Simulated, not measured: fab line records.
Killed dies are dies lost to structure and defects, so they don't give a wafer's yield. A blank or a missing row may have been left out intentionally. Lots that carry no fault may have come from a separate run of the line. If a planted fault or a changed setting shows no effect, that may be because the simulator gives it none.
Which tool is to blame? || flow sky130 || Sampling: 14 lots, 42 wafers, 2 of 708 route steps

== WHAT EACH GAUGE READ, for each wafer ==
SKY_LDD_HVN_TW_MEAS_10.
{"lot": "L386", "measured": "day 20 22:52", "on": "film-metro-02", "LDD_HVN_TW": "1448 1443 1447"}
{"lot": "L387", "measured": "day 21 06:53", "on": "film-metro-03", "LDD_HVN_TW": "1452 1463 1455"}
{"lot": "L390", "measured": "day 22 09:45", "on": "film-metro-02", "LDD_HVN_TW": "1445 1446 1454"}
{"lot": "L389", "measured": "day 22 11:27", "on": "film-metro-02", "LDD_HVN_TW": "1445 1440 1443"}
{"lot": "L391", "measured": "day 22 19:28", "on": "film-metro-03", "LDD_HVN_TW": "1466 1463 1462"}
{"lot": "L392", "measured": "day 23 03:31", "on": "film-metro-03", "LDD_HVN_TW": "1468 1467 1461"}
{"lot": "L395", "measured": "day 24 09:27", "on": "film-metro-02", "LDD_HVN_TW": "1455 1452 1460"}
{"lot": "L397", "measured": "day 24 19:47", "on": "film-metro-03", "LDD_HVN_TW": "1460 1459 1460"}
{"lot": "L398", "measured": "day 25 14:47", "on": "film-metro-02", "LDD_HVN_TW": "1328 1333 1331 1337 1336 1327"}
{"lot": "L401", "measured": "day 26 05:31", "on": "film-metro-01", "LDD_HVN_TW": "1343 1344 1344 1341 1344 1338"}
{"lot": "L403", "measured": "day 26 13:22", "on": "film-metro-01", "LDD_HVN_TW": "1445 1449 1454"}
{"lot": "L407", "measured": "day 28 05:43", "on": "film-metro-01", "LDD_HVN_TW": "1430 1432 1436"}
{"lot": "L408", "measured": "day 28 13:16", "on": "film-metro-02", "LDD_HVN_TW": "1448 1445 1453"}
{"lot": "L409", "measured": "day 29 00:21", "on": "film-metro-02", "LDD_HVN_TW": "1440 1443 1432"}

== WHAT TOOL EACH LOT RAN ON (gives the tool, then ch and the chambers of the sampled wafers, and finally the start) ==
{"lot": "L386", "SKY_LDD_HVN_IMPLANT_08": "implanter-04 ch 0, day 20 22:38"}
{"lot": "L387", "SKY_LDD_HVN_IMPLANT_08": "implanter-04 ch 0, day 21 06:38"}
{"lot": "L390", "SKY_LDD_HVN_IMPLANT_08": "implanter-01 ch 0, day 22 09:32"}
{"lot": "L389", "SKY_LDD_HVN_IMPLANT_08": "implanter-01 ch 0, day 22 11:13"}
{"lot": "L391", "SKY_LDD_HVN_IMPLANT_08": "implanter-02 ch 0, day 22 19:14"}
{"lot": "L392", "SKY_LDD_HVN_IMPLANT_08": "implanter-01 ch 0, day 23 03:16"}
{"lot": "L395", "SKY_LDD_HVN_IMPLANT_08": "implanter-01 ch 0, day 24 09:13"}
{"lot": "L397", "SKY_LDD_HVN_IMPLANT_08": "implanter-02 ch 0, day 24 19:32"}
{"lot": "L398", "SKY_LDD_HVN_IMPLANT_08": "implanter-01 ch 0, day 25 14:32"}
{"lot": "L401", "SKY_LDD_HVN_IMPLANT_08": "implanter-01 ch 0, day 26 05:17"}
{"lot": "L403", "SKY_LDD_HVN_IMPLANT_08": "implanter-04 ch 0, day 26 13:08"}
{"lot": "L407", "SKY_LDD_HVN_IMPLANT_08": "implanter-02 ch 0, day 28 05:28"}
{"lot": "L408", "SKY_LDD_HVN_IMPLANT_08": "implanter-02 ch 0, day 28 13:01"}
{"lot": "L409", "SKY_LDD_HVN_IMPLANT_08": "implanter-02 ch 0, day 29 00:07"}
- SKY_LDD_HVN_IMPLANT_08

== WHAT THE TOOLS THEMSELVES READ (means of the sampled wafers that have a number; where no wafer has one, the mark that the record gives instead) ==
SKY_LDD_HVN_IMPLANT_08.
{"lot": "L386", "tool": "implanter-04", "beam-energy-keV": 60.014}
{"lot": "L387", "tool": "implanter-04", "beam-energy-keV": 59.991}
{"lot": "L390", "tool": "implanter-01", "beam-energy-keV": 59.998}
{"lot": "L389", "tool": "implanter-01", "beam-energy-keV": 59.998}
{"lot": "L391", "tool": "implanter-02", "beam-energy-keV": 59.992}
{"lot": "L392", "tool": "implanter-01", "beam-energy-keV": 59.987}
{"lot": "L395", "tool": "implanter-01", "beam-energy-keV": 60.003}
{"lot": "L397", "tool": "implanter-02", "beam-energy-keV": 59.995}
{"lot": "L398", "tool": "implanter-01", "beam-energy-keV": 44.519}
{"lot": "L401", "tool": "implanter-01", "beam-energy-keV": 44.519}
{"lot": "L403", "tool": "implanter-04", "beam-energy-keV": 60.005}
{"lot": "L407", "tool": "implanter-02", "beam-energy-keV": 59.974}
{"lot": "L408", "tool": "implanter-02", "beam-energy-keV": 60.034}
{"lot": "L409", "tool": "implanter-02", "beam-energy-keV": 60.029}

== THE ANSWER, worked out from the rows above alone ==
Rule: what is usual is taken from the lots themselves. The widest of any qualifying gaps counts: lots, ordered by their means at a reading, are off when they make up no more than a third of the lots, leave a main group of 4 or more, and stand apart from it by 3 or more times the standard deviation of that group's means. Not used: any main group whose means are identical at the precision the tables above print for the reading. Also off: a lot with no number at a reading for which 4 or more lots have one. Where the step has rows for the other lots, those lots are counted as sound. After the gauges, taken in route order, come the tools' own readings; for these a lot's mean is taken, as printed above. The first step at which some lot is off is used, and at that step the reading that is off furthest; a lot without a number counts as furthest.
Off: L398, L401, at SKY_LDD_HVN_TW_MEAS_10 (LDD_HVN_TW). Main group: mean 1451, sd 9.6.
If a tool, at a process step before that reading, ran all the lots that are off and no sound lot after the first of them, it fits. The gauges at SKY_LDD_HVN_TW_MEAS_10 aren't tried: what is off there is off at SKY_LDD_HVN_IMPLANT_08 too, on other tools, and a gauge's error can't cause that. One fits: SKY_LDD_HVN_IMPLANT_08 on implanter-01. A fault onset in the window from L395 (day 24 09:13, its last sound lot) to L398 (day 25 14:32, its first lot off) fits.
The tool's own readings at SKY_LDD_HVN_IMPLANT_08 bear it out: on the lots that are off they differ by more than 5 times the standard deviation of the sound lots' means. beam-energy-keV reads 44.519 there against 60.002 on the sound lots.

== WHAT THE SIMULATOR HAD INSERTED ==
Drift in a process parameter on implanter-01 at SKY_LDD_HVN_IMPLANT_08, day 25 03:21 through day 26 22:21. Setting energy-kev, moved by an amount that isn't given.
Shown lots that were struck: L398, L401. The rule above found the same.
